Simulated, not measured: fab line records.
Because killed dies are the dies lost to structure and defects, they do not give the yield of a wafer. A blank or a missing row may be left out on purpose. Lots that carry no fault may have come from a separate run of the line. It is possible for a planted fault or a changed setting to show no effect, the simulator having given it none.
fab line records -- flow sky130
record lots=7, wafers=21, last_day=50
route steps=708 shown VIA3@585
lots with no fault: from the same line, run without faults
start_h: start of the lot's first displayed wafer, in hours after the record's first day -- wait_h: how many hours have passed since the lot's step before this one -- " repeats the value in the row above -- L1.1+2: a row that stands for several wafers -- - either no value or no given start -- * or withheld: withheld -- < > ~ a bound
route shown NAME@n: NAME is a module with steps in the file, n the number in the route of the first one -- usual: mean/standard deviation of fault-free wafers -- same: alike in all rows -- chamber/n: place in a boat -- sites: per-site readings -- _std_site: their standard deviation -- _edge_site: the outer-site mean with the inner-site mean subtracted -- radius_mm: how far each site lies from the wafer's centre -- mask NAME#n: copy n -- behind: the tool/chamber that last shaped the wafer -- hold: cause of the lot's hold/its duration in hours/its outcome -- device: the transistor (n, p or np) that didn't switch -- end of line: at the end of the route, the tests of the same wafers -- step lacking rows: just its recipe -- killed: dies that structure and defects cost at the first sort, which is not the same as the wafer's yield -- map: the dies of a wafer, with x for killed, . for not killed, _ for no die there
set.NAME: setting as actually run; set.NAME@STEP: the setting as run at that earlier step -- model.NAME: the simulator's own value behind a step, which no gauge read
lots seen at some steps along the route; tables by step, rows by wafer
services: from which hour (start_h, from the record's first day; less than 0 if before it) a tool's chamber was out of use, for how many hours, and why
## steps
# step SKY_VIA3_CD_MEAS_12
# recipe target_cd_nm=200
# usual cd_nm=200.1/1.8
lot.wafer,tool,chamber,start_h,wait_h,cd_nm
L300.3,cd_sem-02,-,981.07,-,203.4
L300.4,cd_sem-02,-,981.07,-,202.6
L300.5,cd_sem-02,-,981.07,-,203.1
L301.2,cd_sem-02,-,984.81,-,199.9
L301.3,cd_sem-02,-,984.81,-,199.1
L301.5,cd_sem-02,-,984.81,-,201.1
L302.2,cd_sem-02,-,992.92,-,202.1
L302.4,cd_sem-02,-,992.92,-,202.1
L302.6,cd_sem-02,-,992.92,-,201.3
L306.1,cd_sem-01,-,1027.88,-,198.0
L306.3,cd_sem-01,-,1027.88,-,198.7
L306.4,cd_sem-01,-,1027.88,-,196.9
L311.2,cd_sem-01,-,1056.81,-,198.7
L311.4,cd_sem-01,-,1056.81,-,199.6
L311.6,cd_sem-01,-,1056.81,-,200.6
L314.1,cd_sem-01,-,1072.35,-,198.1
L314.2,cd_sem-01,-,1072.35,-,197.6
L314.3,cd_sem-01,-,1072.35,-,198.1
L315.1,cd_sem-01,-,1078.88,-,198.5
L315.3,cd_sem-01,-,1078.88,-,199.7
L315.5,cd_sem-01,-,1078.88,-,199.2
# step SKY_VIA3_OVL_MEAS_13
# usual VIA3_OVL=-1/6.9
lot.wafer,tool,chamber,start_h,wait_h,VIA3_OVL[nm]
L300.3,overlay-01,-,981.17,0.1,-5
L300.4,overlay-01,-,981.17,0.1,0
L300.5,overlay-01,-,981.17,0.1,-7
L301.2,overlay-01,-,984.91,0.1,-2
L301.3,overlay-01,-,984.91,0.1,-11
L301.5,overlay-01,-,984.91,0.1,-5
L302.2,overlay-01,-,993.03,0.1,-7
L302.4,overlay-01,-,993.03,0.1,1
L302.6,overlay-01,-,993.03,0.1,0
L306.1,overlay-02,-,1028.00,0.1,9
L306.3,overlay-02,-,1028.00,0.1,3
L306.4,overlay-02,-,1028.00,0.1,-6
L311.2,overlay-02,-,1056.91,0.1,-4
L311.4,overlay-02,-,1056.91,0.1,-9
L311.6,overlay-02,-,1056.91,0.1,-8
L314.1,overlay-02,-,1072.47,0.1,-2
L314.2,overlay-02,-,1072.47,0.1,-9
L314.3,overlay-02,-,1072.47,0.1,4
L315.1,overlay-02,-,1079.00,0.1,-2
L315.3,overlay-02,-,1079.00,0.1,-2
L315.5,overlay-02,-,1079.00,0.1,-4
# step SKY_VIA3_ETCH_14
# recipe chemistry=N2/H2, target=BARC, ion_energy_ev=200, source_w=500, bias_w=100, pressure_mtorr=30, n2_flow_sccm=100, h2_flow_sccm=200, stop_on=SiO2, time_s=45.9, target_depth_a=600
# usual bias_w=100.02/0.28, drypump_motor_current_A=5.6/0.49, n2_flow_sccm=100.03/0.29, oes_product_au=0.855/0.0048, throttle_valve_pct=13.224/0.0087
lot.wafer,tool,chamber,start_h,wait_h,bias_w,drypump_motor_current_A,n2_flow_sccm,oes_product_au,rf_hours_counter_h,throttle_valve_pct
L300.3,rie_diel-03,2,981.19,0.0,100.28,5.7,99.91,0.857,7,13.224
L300.4,rie_diel-03,0,981.19,0.0,100.25,6.1,99.64,0.850,13,13.218
L300.5,rie_diel-03,0,981.19,0.0,100.03,6.1,100.03,0.860,-,13.227
L301.2,rie_diel-02,3,984.94,0.0,100.14,6.1,100.31,0.852,8,13.235
L301.3,rie_diel-02,1,984.94,0.0,100.46,5.2,99.85,0.848,15,13.226
L301.5,rie_diel-02,1,984.94,0.0,100.48,5.2,99.60,0.852,-,13.233
L302.2,rie_diel-03,2,993.06,0.0,99.94,5.7,99.68,0.853,8,13.217
L302.4,rie_diel-03,1,993.06,0.0,100.21,5.8,99.93,0.851,16,13.234
L302.6,rie_diel-03,2,993.06,0.0,100.45,5.7,99.95,0.854,-,13.227
L306.1,rie_diel-02,3,1028.04,0.0,99.97,6.1,100.30,0.856,9,13.221
L306.3,rie_diel-02,1,1028.04,0.0,99.67,5.2,99.35,0.856,17,13.220
L306.4,rie_diel-02,0,1028.04,0.0,99.80,5.6,99.97,0.857,13,13.230
L311.2,rie_diel-03,0,1056.94,0.0,99.93,6.1,99.81,0.852,16,13.222
L311.4,rie_diel-03,1,1056.94,0.0,100.04,5.8,100.20,0.853,18,13.225
L311.6,rie_diel-03,0,1056.94,0.0,99.96,6.1,100.08,0.855,-,13.226
L314.1,rie_diel-02,3,1072.51,0.0,99.76,6.1,99.47,0.849,11,13.226
L314.2,rie_diel-02,0,1072.51,0.0,99.68,5.6,100.43,0.855,14,13.238
L314.3,rie_diel-02,1,1072.51,0.0,100.04,5.2,100.09,0.853,18,13.235
L315.1,rie_diel-03,0,1079.04,0.0,99.58,6.1,99.70,0.859,16,13.207
L315.3,rie_diel-03,3,1079.04,0.0,100.21,4.7,100.21,0.856,25,13.213
L315.5,rie_diel-03,1,1079.04,0.0,99.88,5.8,99.97,0.863,-,13.228
# step SKY_VIA3_ETCH_15
# recipe target=SiO2, chemistry=C4F8/O2/Ar, target_depth_nm=507, stop_on=TiN, mask_material=KrF-thick, source_w=1500, bias_w=1200, pressure_mtorr=40, c4f8_flow_sccm=withheld, O2_flow_sccm=6, Ar_flow_sccm=300, time_s=78
# usual bias_w=1201/3.6, oes_product_au=0.946/0.0047
lot.wafer,tool,chamber,start_h,wait_h,bias_w,oes_product_au,rf_hours_counter_h
L300.3,rie_diel-03,2,981.23,0.0,1201,0.943,7
L300.4,rie_diel-03,0,981.23,0.0,1207,0.946,13
L300.5,rie_diel-03,0,981.23,0.0,1199,0.943,-
L301.2,rie_diel-02,3,984.98,0.0,1204,0.942,8
L301.3,rie_diel-02,1,984.98,0.0,1196,0.947,15
L301.5,rie_diel-02,1,984.98,0.0,1198,0.947,-
L302.2,rie_diel-03,2,993.10,0.0,1198,0.949,8
L302.4,rie_diel-03,1,993.10,0.0,1200,0.953,16
L302.6,rie_diel-03,2,993.10,0.0,1199,0.943,-
L306.1,rie_diel-02,3,1028.08,0.0,1199,0.948,9
L306.3,rie_diel-02,1,1028.08,0.0,1199,0.941,17
L306.4,rie_diel-02,0,1028.08,0.0,1194,0.949,13
L311.2,rie_diel-03,0,1056.98,0.0,1204,0.945,16
L311.4,rie_diel-03,1,1056.98,0.0,1202,0.949,18
L311.6,rie_diel-03,0,1056.98,0.0,1209,0.944,-
L314.1,rie_diel-02,3,1072.55,0.0,1196,0.946,11
L314.2,rie_diel-02,0,1072.55,0.0,1206,0.947,14
L314.3,rie_diel-02,1,1072.55,0.0,1200,0.949,18
L315.1,rie_diel-03,0,1079.08,0.0,1199,0.949,16
L315.3,rie_diel-03,3,1079.08,0.0,1198,0.949,25
L315.5,rie_diel-03,1,1079.08,0.0,1199,0.943,-
# step SKY_VIA3_STRIP_16
# recipe chemistry=O2/N2, power_w=1400, pressure_mtorr=1500, platen_temp_c=withheld, o2_flow_sccm=3000, n2_flow_sccm=300, overash_fraction=0.5
# usual drypump_motor_current_A=5.9/0.43, n2_flow_sccm=299.9/0.91, oes_product_au=0.402/0.005, strip_time_to_endpoint_s=4.130/0.026
lot.wafer,tool,chamber,start_h,wait_h,drypump_motor_current_A,n2_flow_sccm,oes_product_au,rf_hours_counter_h,strip_time_to_endpoint_s
L300.3,plasma_asher-02,1,981.33,0.1,6.0,299.1,0.397,-,4.143
L300.4,plasma_asher-02,0,981.33,0.1,6.0,300.5,0.401,-,4.132
L300.5,plasma_asher-02,0,981.33,0.1,6.0,300.1,0.402,-,4.123
L301.2,plasma_asher-03,1,985.04,0.0,5.9,299.6,0.396,24,4.149
L301.3,plasma_asher-03,1,985.04,0.0,5.9,300.9,0.401,-,4.131
L301.5,plasma_asher-03,0,985.04,0.0,6.5,300.8,0.407,-,4.142
L302.2,plasma_asher-01,0,993.16,0.0,5.2,300.4,0.393,84,4.113
L302.4,plasma_asher-01,1,993.16,0.0,5.4,300.2,0.402,-,4.129
L302.6,plasma_asher-01,1,993.16,0.0,5.4,299.7,0.408,-,4.109
L306.1,plasma_asher-01,0,1028.14,0.0,5.2,301.8,0.403,87,4.129
L306.3,plasma_asher-01,1,1028.14,0.0,5.4,299.5,0.401,-,4.192
L306.4,plasma_asher-01,0,1028.14,0.0,5.2,301.2,0.407,-,4.169
L311.2,plasma_asher-02,1,1057.04,0.0,6.0,299.9,0.407,63,4.140
L311.4,plasma_asher-02,0,1057.04,0.0,5.9,299.1,0.397,-,4.161
L311.6,plasma_asher-02,0,1057.04,0.0,6.0,299.7,0.401,-,4.168
L314.1,plasma_asher-03,0,1072.61,0.0,6.5,300.8,0.397,33,4.080
L314.2,plasma_asher-03,1,1072.61,0.0,5.9,299.6,0.404,33,4.121
L314.3,plasma_asher-03,0,1072.61,0.0,6.5,300.8,0.396,-,4.138
L315.1,plasma_asher-01,0,1079.14,0.0,5.2,302.3,0.407,92,4.131
L315.3,plasma_asher-01,1,1079.14,0.0,5.4,298.4,0.400,-,4.102
L315.5,plasma_asher-01,0,1079.14,0.0,5.2,301.1,0.409,-,4.136
# step SKY_VIA3_STRIP_17
# recipe chemistry=post_etch_residue_remover, time_s=1200, temp_c=72.5
# step SKY_VIA3_CLEAN_18
# recipe chemistry=IPA, time_s=180, temp_c=25
# step SKY_VIA3_CLEAN_19
# recipe chemistry=O3/DIW, dry=n2_spin
# step SKY_VIA3_SPUTTER_20
# recipe material=TiN, target_thk_nm=20, chamber_pressure_pa=5, power_w=4000, time_s=80
# usual throttle_valve_pct=29.7/0.99
lot.wafer,tool,chamber,start_h,wait_h,throttle_valve_pct
L300.3,pvd_sputter-02,-,982.01,0.0,27.7
L300.4,pvd_sputter-02,-,982.01,0.0,29.9
L300.5,pvd_sputter-02,-,982.01,0.0,31.6
L301.2,pvd_sputter-02,-,985.67,0.0,31.6
L301.3,pvd_sputter-02,-,985.67,0.0,27.8
L301.5,pvd_sputter-02,-,985.67,0.0,31.6
L302.2,pvd_sputter-03,-,993.80,0.0,29.5
L302.4,pvd_sputter-03,-,993.80,0.0,29.7
L302.6,pvd_sputter-03,-,993.80,0.0,29.2
L306.1,pvd_sputter-04,-,1028.75,0.0,31.3
L306.3,pvd_sputter-04,-,1028.75,0.0,28.5
L306.4,pvd_sputter-04,-,1028.75,0.0,30.4
L311.2,pvd_sputter-02,-,1057.64,0.0,29.7
L311.4,pvd_sputter-02,-,1057.64,0.0,28.8
L311.6,pvd_sputter-02,-,1057.64,0.0,28.0
L314.1,pvd_sputter-03,-,1073.20,0.0,29.9
L314.2,pvd_sputter-03,-,1073.20,0.0,29.7
L314.3,pvd_sputter-03,-,1073.20,0.0,29.1
L315.1,pvd_sputter-03,-,1079.74,0.0,29.7
L315.3,pvd_sputter-03,-,1079.74,0.0,30.0
L315.5,pvd_sputter-03,-,1079.74,0.0,29.7
# step SKY_VIA3_CVD_21
# recipe material=W, target_thk_nm=390, time_s=117.31, temp_c=400, pressure_torr=40
# usual heater_power_w=821/44
lot.wafer,tool,chamber,start_h,wait_h,heater_power_w
L300.3,cvd_w-01,1,982.11,0.1,898
L300.4,cvd_w-01,0,982.11,0.1,797
L300.5,cvd_w-01,0,982.11,0.1,805
L301.2,cvd_w-02,1,985.73,0.0,794
L301.3,cvd_w-02,0,985.73,0.0,784
L301.5,cvd_w-02,0,985.73,0.0,790
L302.2,cvd_w-02,0,993.86,0.0,786
L302.4,cvd_w-02,0,993.86,0.0,789
L302.6,cvd_w-02,0,993.86,0.0,763
L306.1,cvd_w-02,1,1028.81,0.0,790
L306.3,cvd_w-02,1,1028.81,0.0,789
L306.4,cvd_w-02,0,1028.81,0.0,808
L311.2,cvd_w-02,1,1057.70,0.0,785
L311.4,cvd_w-02,1,1057.70,0.0,795
L311.6,cvd_w-02,0,1057.70,0.0,787
L314.1,cvd_w-01,0,1073.27,0.0,819
L314.2,cvd_w-01,1,1073.27,0.0,884
L314.3,cvd_w-01,0,1073.27,0.0,825
L315.1,cvd_w-02,0,1079.80,0.0,795
L315.3,cvd_w-02,0,1079.80,0.0,785
L315.5,cvd_w-02,1,1079.80,0.0,792
# step SKY_VIA3_RS_MEAS_22
# recipe thk_meas_gauge=four-point-probe, reads=W_of_VIA3_CVD_21+TiN_of_VIA3_SPUTTER_20
# usual VIA3_W_RS=0.294/0.0061
lot.wafer,tool,chamber,start_h,wait_h,VIA3_W_RS[ohm/sq]
L300.3,film_metro-03,-,982.23,0.1,0.293
L300.4,film_metro-03,-,982.23,0.1,0.284
L300.5,film_metro-03,-,982.23,0.1,0.285
L301.2,film_metro-04,-,985.88,0.1,0.301
L301.3,film_metro-04,-,985.88,0.1,0.300
L301.5,film_metro-04,-,985.88,0.1,0.302
L302.2,film_metro-03,-,994.00,0.1,0.302
L302.4,film_metro-03,-,994.00,0.1,0.303
L302.6,film_metro-03,-,994.00,0.1,0.297
L306.1,film_metro-03,-,1028.93,0.1,0.294
L306.3,film_metro-03,-,1028.93,0.1,0.298
L306.4,film_metro-03,-,1028.93,0.1,0.295
L311.2,film_metro-04,-,1057.84,0.1,0.299
L311.4,film_metro-04,-,1057.84,0.1,0.298
L311.6,film_metro-04,-,1057.84,0.1,0.301
L314.1,film_metro-04,-,1073.39,0.1,0.287
L314.2,film_metro-04,-,1073.39,0.1,0.298
L314.3,film_metro-04,-,1073.39,0.1,0.285
L315.1,film_metro-03,-,1079.93,0.1,0.302
L315.3,film_metro-03,-,1079.93,0.1,0.298
L315.5,film_metro-03,-,1079.93,0.1,0.300
# step SKY_VIA3_THK_MEAS_23
# recipe thk_meas_gauge=xrf, reads=W_of_VIA3_CVD_21
# usual VIA3_W_THK=397/9.3
lot.wafer,tool,chamber,start_h,wait_h,VIA3_W_THK[nm]
L300.3,film_metro-03,-,982.33,0.1,393
L300.4,film_metro-03,-,982.33,0.1,408
L300.5,film_metro-03,-,982.33,0.1,408
L301.2,film_metro-04,-,985.99,0.1,382
L301.3,film_metro-04,-,985.99,0.1,385
L301.5,film_metro-04,-,985.99,0.1,382
L302.2,film_metro-03,-,994.11,0.1,385
L302.4,film_metro-03,-,994.11,0.1,386
L302.6,film_metro-03,-,994.11,0.1,395
L306.1,film_metro-03,-,1029.05,0.1,393
L306.3,film_metro-03,-,1029.05,0.1,392
L306.4,film_metro-03,-,1029.05,0.1,398
L311.2,film_metro-04,-,1057.95,0.1,385
L311.4,film_metro-04,-,1057.95,0.1,387
L311.6,film_metro-04,-,1057.95,0.1,384
L314.1,film_metro-04,-,1073.51,0.1,403
L314.2,film_metro-04,-,1073.51,0.1,386
L314.3,film_metro-04,-,1073.51,0.1,404
L315.1,film_metro-03,-,1080.05,0.1,387
L315.3,film_metro-03,-,1080.05,0.1,394
L315.5,film_metro-03,-,1080.05,0.1,392
# step SKY_VIA3_CMP_24
# recipe stop_on=SiO2, t_overpolish_s=20, down_force_psi=3.5, platen_rpm=60, target_thk_nm=0, pad_velocity_m_s=0.94248
# usual edge_zone_pressure_frac=1.000/0.0054, head_pressure_psi=3.500/0.007, motor_current_A=10.8/0.92, overpolish_run_s=20.001/0.0091, time_to_endpoint_s=97/3.6
lot.wafer,tool,chamber,start_h,wait_h,edge_zone_pressure_frac,head_pressure_psi,motor_current_A,overpolish_run_s,time_to_endpoint_s,model.W_of_VIA3_CVD_21.thk_nm,model.SiO2_of_VIA3_HDPCVD_00.thk_nm
L300.3,cmp-02,2,982.42,0.1,-,-,-,-,-,390.5,464.5
L300.4,cmp-02,3,982.42,0.1,-,-,-,-,-,403.4,464.1
L300.5,cmp-02,2,982.42,0.1,-,-,-,-,-,402.8,464.7
L301.2,cmp-01,3,986.04,0.0,-,-,-,-,-,381.6,465.8
L301.3,cmp-01,1,986.04,0.0,-,-,-,-,-,381.7,466.8
L301.5,cmp-01,3,986.04,0.0,-,-,-,-,-,380.1,465.6
L302.4,cmp-02,3,994.16,0.0,-,-,-,-,-,379.3,466.5
L302.2,cmp-02,0,994.16,0.0,-,-,-,-,-,379.8,465.9
L302.6,cmp-02,0,994.16,0.0,-,-,-,-,-,387.4,467.1
L306.1,cmp-01,3,1029.11,0.1,1.004,3.490,12.9,19.994,96,0,459.7
L306.3,cmp-01,1,1029.11,0.1,1.003,3.496,9.2,20.004,92,0,460.5
L306.4,cmp-01,2,1029.11,0.1,0.997,3.508,10.7,19.999,93,0,461.2
L311.4,cmp-01,2,1058.05,0.1,1.008,3.497,10.3,19.996,98,0,460.9
L311.2,cmp-01,3,1058.05,0.1,0.995,3.496,11.9,20.007,96,0,460.6
L311.6,cmp-01,2,1058.05,0.1,1.010,3.503,10.1,19.996,95,0,461.7
L314.2,cmp-02,1,1073.57,0.0,0.996,3.503,10.8,19.994,94,0,460.6
L314.1,cmp-02,3,1073.57,0.0,1.002,3.502,11.6,20.002,97,0,462.1
L314.3,cmp-02,0,1073.57,0.0,1.002,3.493,9.9,20.002,103,0,462.8
L315.1,cmp-02,1,1080.11,0.1,0.997,3.495,11.0,20.004,93,0,459.6
L315.3,cmp-02,2,1080.11,0.1,1.010,3.491,10.7,20.007,98,0,460.6
L315.5,cmp-02,1,1080.11,0.1,1.010,3.497,11.5,20.017,98,0,460.5
## services
tool,chamber,start_h,hours,kind
cmp-02,-,958.43,5.5,pm
plasma_asher-03,-,967.52,2.8,pm
pvd_sputter-02,-,967.72,1.6,repair
pvd_sputter-04,0,970.28,-,consumable_replace:kit
pvd_sputter-04,0,970.28,18.0,scheduled_down
cvd_w-02,1,973.29,2.9,repair
cmp-02,-,974.73,0.2,repair
cmp-01,-,975.72,1.3,repair
plasma_asher-03,-,980.44,4.6,repair
pvd_sputter-03,-,994.57,1.2,repair
cmp-02,-,996.62,0.8,repair
plasma_asher-02,-,1000.25,0.6,repair
cmp-02,-,1004.48,3.1,repair
cvd_w-02,-,1013.44,8.4,repair
rie_diel-02,-,1013.74,1.7,repair
cmp-01,-,1015.34,5.2,pm
pvd_sputter-03,3,1018.35,-,consumable_replace:kit
pvd_sputter-03,3,1018.35,18.0,scheduled_down
pvd_sputter-03,3,1018.35,18.0,vent_cycle
rie_diel-03,3,1026.82,2.6,repair
cvd_w-02,1,1031.01,11.4,repair
pvd_sputter-03,-,1045.94,2.6,repair
cmp-02,-,1056.92,5.4,pm
plasma_asher-01,-,1071.03,2.4,repair
## key
first_sign step=SKY_VIA3_CMP_24, reading=tool_record, direction=missing
effect none on later readings
model_effect step=SKY_VIA3_CMP_24, value=W_of_VIA3_CVD_21.thk_nm, without=0, struck=387.4
met_at SKY_VIA3_CMP_24
struck_wafers L300.3,L300.4,L300.5,L301.2,L301.3,L301.5,L302.2,L302.4,L302.6
later_rows_left_out L300.3,L300.4,L300.5,L301.2,L301.3,L301.5,L302.2,L302.4,L302.6
sort_left_out L300.3,L300.4,L300.5,L301.2,L301.3,L301.5,L302.2,L302.4,L302.6
fault kind=skipped_step_whole, tool=cmp-01,cmp-02, chamber=-, onset_h=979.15, steps=SKY_VIA3_CMP_24, scope=struck_lots_only
# sort_left_out: the simulated sort isn't trusted on such a fault, so these wafers' sort isn't shown, and their yield isn't known
# later_rows_left_out: the simulator's readings of these wafers behind a module that went badly wrong aren't trusted and aren't shown, but for the sort
